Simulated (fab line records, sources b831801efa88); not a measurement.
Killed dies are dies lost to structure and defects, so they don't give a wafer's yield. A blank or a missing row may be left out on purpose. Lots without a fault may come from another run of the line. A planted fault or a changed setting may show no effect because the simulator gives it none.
Which tool did it? | flow gf180mcu | 11 lots, 33 wafers sampled, at 4 steps of a route of 602

WHAT THE GAUGES READ, wafer by wafer
GF_M2_CD_MEAS_14: target cd 280 nm.
lot  | measured     | on        | cd_nm (nm)
L510 | day 19 05:27 | cd_sem-01 | 280.5 280.5 280.6
L512 | day 20 02:46 | cd_sem-01 | 278.8 278.5 278.8
L513 | day 20 14:09 | cd_sem-01 | 278.6 279.7 279.0
L515 | day 21 04:58 | cd_sem-02 | 279.3 279.2 279.0
L516 | day 21 19:04 | cd_sem-01 | 278.5 278.8 277.0
L517 | day 22 00:22 | cd_sem-02 | 279.9 279.0 280.3
L518 | day 22 05:52 | cd_sem-01 | 279.5 279.6 279.1
L520 | day 23 04:00 | cd_sem-02 | 280.5 279.2 280.3
L524 | day 24 07:07 | cd_sem-02 | 247.1 265.0 264.8
L525 | day 24 15:25 | cd_sem-01 | 273.3 267.1 238.5
L533 | day 27 08:43 | cd_sem-01 | 279.7 280.3 280.3

WHICH TOOL RAN EACH LOT (tool, then ch and the chambers of the sampled wafers, then the start)
lot  | GF_CONTACT_ETCH_16                 | GF_V1_SPUTTER_21             | GF_M2_EXPOSE_11
L510 | rie_diel-02 ch 0,2,3, day 16 03:52 | pvd_sputter-02, day 18 05:13 | krf_scanner-02 ch 0, day 18 18:24
L512 | rie_diel-01 ch 0,2,3, day 16 23:04 | pvd_sputter-02, day 19 01:35 | krf_scanner-02 ch 0, day 19 15:02
L513 | rie_diel-01 ch 0,1,2, day 17 10:16 | pvd_sputter-02, day 19 13:00 | krf_scanner-01 ch 0, day 20 02:10
L515 | rie_diel-02 ch 1,3, day 17 22:55   | pvd_sputter-03, day 20 03:47 | krf_scanner-01 ch 0, day 20 17:16
L516 | rie_diel-02 ch 0,1,3, day 18 14:01 | pvd_sputter-01, day 20 18:32 | krf_scanner-01 ch 0, day 21 06:55
L517 | rie_diel-01 ch 0,1,3, day 18 19:31 | pvd_sputter-03, day 20 23:09 | krf_scanner-02 ch 0, day 21 12:01
L518 | rie_diel-01 ch 0,3, day 18 23:08   | pvd_sputter-03, day 21 04:28 | krf_scanner-02 ch 0, day 21 17:58
L520 | rie_diel-01 ch 0,2,3, day 19 23:55 | pvd_sputter-01, day 22 03:44 | krf_scanner-02 ch 0, day 22 16:31
L524 | rie_diel-03 ch 0,1,2, day 21 06:06 | pvd_sputter-03, day 23 08:28 | krf_scanner-01 ch 0, day 23 20:26
L525 | rie_diel-03 ch 0,1,3, day 21 14:37 | pvd_sputter-01, day 23 16:23 | krf_scanner-01 ch 0, day 24 04:24
L533 | rie_diel-03 ch 0,2,3, day 24 12:03 | pvd_sputter-02, day 26 11:21 | krf_scanner-02 ch 0, day 26 23:07
- GF_CONTACT_ETCH_16: etches BARC in N2/H2.
- GF_V1_SPUTTER_21: material Ti, target thk 15 nm, time 80.02 s.
- GF_M2_EXPOSE_11: exposes mask Metal2, target cd 280 nm.

WHAT THE TOOLS THEMSELVES READ (means of the sampled wafers that have a number; where no wafer has one, the mark that the record gives instead)
GF_CONTACT_ETCH_16.
lot  | tool        | drypump_motor_current_A (A) | h2_flow_sccm (sccm) | n2_flow_sccm (sccm) | oes_product_au (a.u.) | throttle_valve_pct (%)
L510 | rie_diel-02 | 5.3                         | 199.9               | 99.7                | 0.856                 | 13.225
L512 | rie_diel-01 | 5.7                         | 200.1               | 100.1               | 0.851                 | 13.224
L513 | rie_diel-01 | 5.2                         | 200.0               | 100.1               | 0.851                 | 13.216
L515 | rie_diel-02 | 5.9                         | 200.2               | 99.6                | 0.862                 | 13.228
L516 | rie_diel-02 | 5.5                         | 199.4               | 99.8                | 0.859                 | 13.218
L517 | rie_diel-01 | 5.4                         | 200.3               | 100.0               | 0.853                 | 13.226
L518 | rie_diel-01 | 5.4                         | 199.5               | 100.1               | 0.857                 | 13.225
L520 | rie_diel-01 | 5.7                         | 199.6               | 100.1               | 0.856                 | 13.229
L524 | rie_diel-03 | 5.4                         | 200.4               | 100.1               | 0.851                 | 13.217
L525 | rie_diel-03 | 5.5                         | 200.1               | 100.4               | 0.853                 | 13.226
L533 | rie_diel-03 | 5.0                         | 199.3               | 99.9                | 0.857                 | 13.226

GF_V1_SPUTTER_21.
lot  | tool           | throttle_valve_pct (%)
L510 | pvd_sputter-02 | 29.7
L512 | pvd_sputter-02 | 29.5
L513 | pvd_sputter-02 | 29.3
L515 | pvd_sputter-03 | 29.1
L516 | pvd_sputter-01 | 29.9
L517 | pvd_sputter-03 | 29.6
L518 | pvd_sputter-03 | 29.7
L520 | pvd_sputter-01 | 30.1
L524 | pvd_sputter-03 | 30.6
L525 | pvd_sputter-01 | 30.4
L533 | pvd_sputter-02 | 28.8

GF_M2_EXPOSE_11.
lot  | tool           | exposure_dose_mJ_cm2
L510 | krf_scanner-02 | 27.977
L512 | krf_scanner-02 | 27.988
L513 | krf_scanner-01 | 27.987
L515 | krf_scanner-01 | 27.991
L516 | krf_scanner-01 | 28.016
L517 | krf_scanner-02 | 27.983
L518 | krf_scanner-02 | 27.947
L520 | krf_scanner-02 | 27.989
L524 | krf_scanner-01 | 28.020
L525 | krf_scanner-01 | 27.984
L533 | krf_scanner-02 | 27.962

THE ANSWER, worked out from the rows above alone
Rule: what is usual is taken from the lots themselves. Put in order of their means at a reading, lots are off if they are a third of the lots or fewer, leave a main group of 4 or more, and stand apart from it by a gap of 3 or more times the standard deviation of the main group's means; of several such gaps the widest counts. A main group whose means are all the same, to the digits that the tables above print for the reading, isn't used. A lot without any number at a reading at which 4 lots or more have one is off too. The other lots that the step has rows for count as sound. The gauges are gone through in route order, then the tools' own readings, and for those a lot's mean is taken as printed above. The first step at which some lot is off is used, and at that step the reading that is off furthest; a lot without a number counts as furthest.
Off: L524, L525, at GF_M2_CD_MEAS_14 (cd_nm). The main group: mean 279.4 nm, standard deviation 0.71.
A tool fits if, at a process step before that reading, it ran every lot that is off, and no sound lot after the first of them. The gauges at GF_M2_CD_MEAS_14 are tried like those tools. One fits: krf_scanner-01 at GF_M2_EXPOSE_11. Its last sound lot is L516 (day 21 06:55), its first lot that is off L524 (day 23 20:26): a fault that began between those two fits.

WHAT THE SIMULATOR HAD PUT IN
Process parameter drift: krf_scanner-01, from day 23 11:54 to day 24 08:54, at GF_M2_EXPOSE_11. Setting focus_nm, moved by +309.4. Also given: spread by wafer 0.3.
Lots struck among those shown: L524, L525. The rule above found the same.
